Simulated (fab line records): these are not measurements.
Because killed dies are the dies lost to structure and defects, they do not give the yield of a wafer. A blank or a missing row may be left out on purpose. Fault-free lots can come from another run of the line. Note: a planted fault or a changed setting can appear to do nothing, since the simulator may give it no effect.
Comparing a struck lot with a sound one -- flow sky130 -- 21 out of 708 route steps
Sound: these wafers, L863.2, L863.3, L863.6. Wafers struck: L873.1, L873.4, L873.6. The cause is given at the end.
At each step with rows: each side's tool, then ch and its chambers, then its first start. Under that, the readings that differ: sound wafers -- struck wafers -- difference of the means -- sigmas: that difference in standard deviations of wafers without a fault.
alike: same words and numbers on both sides, and readings whose means sit less than 2 such deviations apart. not compared: any withheld reading, any reading some wafer has no value for, any bound like >300 that may hide the same value, and any number with overlapping values for which the record gives no deviation.
The two part at a step that has a row with sigmas, a row that says differs or no value, or rows on one side only. Non-overlapping numbers with no deviation appear without sigmas and do not part them. A reading missing from all wafers of one side parts the sides only when that side holds two or more wafers.

first, 1 step without rows for these wafers: SKY_RES_XHIGH_IMPLANT_07.
SKY_RES_XHIGH_STRIP_08: strips in O2/N2.
  sound on plasma_asher-04 ch 0,1, day 28 03:14; struck on plasma_asher-04 ch 0,1, day 31 02:32
  alike: drypump_motor_current_A, oes_product_au, strip_time_to_endpoint_s
  not compared: rf_hours_counter_h
SKY_RES_XHIGH_TW_MEAS_09:
  sound: film_metro-04 at day 28 03:21; struck: film_metro-01 at day 31 02:38
  alike: RES_XHIGH_TW
then, 7 steps without rows for these wafers: SKY_SD_N_DEHYDRATE_00 (time 60 s); SKY_SD_N_HMDS_01 (prime time 60 s); SKY_SD_N_COAT_02 (resist thk 1140 nm); SKY_SD_N_SOFTBAKE_03 (time 60 s); SKY_SD_N_EXPOSE_04 (exposes mask NSDM, target cd 380 nm); SKY_SD_N_PEB_05; SKY_SD_N_DEVELOP_06 (develop time 60 s).
SKY_SD_N_CD_MEAS_07: target cd 380 nm.
  sound: cd_sem-02 at day 29 07:31; struck: cd_sem-02 at day 32 05:43
  alike: cd_nm
SKY_SD_N_OVL_MEAS_08:
  sound: overlay-01 at day 29 07:37; struck: overlay-01 at day 32 05:50
  alike: SD_N_OVL
SKY_SD_N_IMPLANT_09:
  sound on implanter-02 ch 0, day 29 07:40; struck on implanter-01 ch 0, day 32 05:53
reading,sound,struck,difference,sigmas
beam_on_s (s),14.6 15.4 15.7,19.7 19.2 19.0,+4.1,+4
end_station_pressure_torr (Torr),1.53e-05 1.5e-05 1.61e-05,5.2e-05 5.6e-05 4.92e-05,+3.7e-05,+37
faraday_current_uA,14817 14098 13867,11337 11677 11794,-2658,-3
  alike: tilt_deg
next, for these wafers, 1 step has no rows: SKY_SD_N_IMPLANT_10.
SKY_SD_N_STRIP_11: strips in O2/N2.
  sound on plasma_asher-01 ch 0,1, day 29 07:56; struck on plasma_asher-03 ch 0,1, day 32 06:11
reading,sound,struck,difference,sigmas
strip_time_to_endpoint_s (s),22.61 22.62 22.62,23.04 23.08 23.04,+0.44,+10
  alike: drypump_motor_current_A, oes_product_au
  not compared: rf_hours_counter_h
SKY_SD_N_TW_MEAS_12:
  sound: film_metro-02 at day 29 08:03; struck: film_metro-04 at day 32 06:17
reading,sound,struck,difference,sigmas
SD_N_TW,3884 3928 3918,4091 4086 4066,+171,+3
then, 1 step without rows for these wafers: SKY_SD_N_CLEAN_13 (cleans in SC1/SC2, time 150 s).
SKY_SD_N_RTA_14: time 2 s.
  sound on rtp_anneal-01 ch 0, day 29 08:10; struck on rtp_anneal-01 ch 0, day 32 06:24
  alike: lamp_power_pct, wafer_temp_C_max
SKY_SD_N_RS_MEAS_16: uses a four-point probe to measure.
  sound: film_metro-01 at day 29 08:21; struck: film_metro-02 at day 32 06:56
reading,sound,struck,difference,sigmas
SD_N_RS (ohm/sq),68.75 68.50 68.60,67.56 67.35 67.42,-1.17,-11
  not compared: hold
SKY_SD_N_RS_MEAS_17: uses a four-point probe to measure.
  sound: film_metro-01 at day 29 08:28; struck: film_metro-02 at day 32 11:17
reading,sound,struck,difference,sigmas
hold,- - -,await_dispo/4.2h/release await_dispo/4.2h/release await_dispo/4.2h/release,no value on the sound wafers,
  alike: SD_P_RS
-- record jumps: 16 days separate the struck wafers' starts on either side; left off in module SD_N, taken up again in module PAD_OPEN, whose first shown step is the route's number 708 --
SKY_PAD_OPEN_PROBE_99:
  sound: prober-01 at day 46 22:34; struck: prober-02 at day 48 22:53
reading,sound,struck,difference,sigmas
model.etest.res_ndiff_hv.rs_ohm_sq,116.5 115.2 115.9,109.9 109.2 110.8,-5.9,
model.etest.res_ndiff.rs_ohm_sq,121.7 121.3 121.2,116.2 116.2 116.2,-5.2,
  alike: killed_at_M0_to_M3, killed_at_M4_up, killed_at_contacts, killed_at_front_end, killed_at_other, killed_dies, killed_open, killed_short

## WHERE THEY PART
First at SKY_SD_N_IMPLANT_09; last, within this record, at SKY_SD_N_RS_MEAS_17. Later steps at which nothing parts them and some readings are alike: SKY_PAD_OPEN_PROBE_99.

WHY: the cause the simulator had injected
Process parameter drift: implanter-01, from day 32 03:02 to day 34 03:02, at SKY_SD_N_IMPLANT_09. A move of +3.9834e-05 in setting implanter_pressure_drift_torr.
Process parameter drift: implanter-01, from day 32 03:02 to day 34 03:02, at SKY_SD_N_IMPLANT_09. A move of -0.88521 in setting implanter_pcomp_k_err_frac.
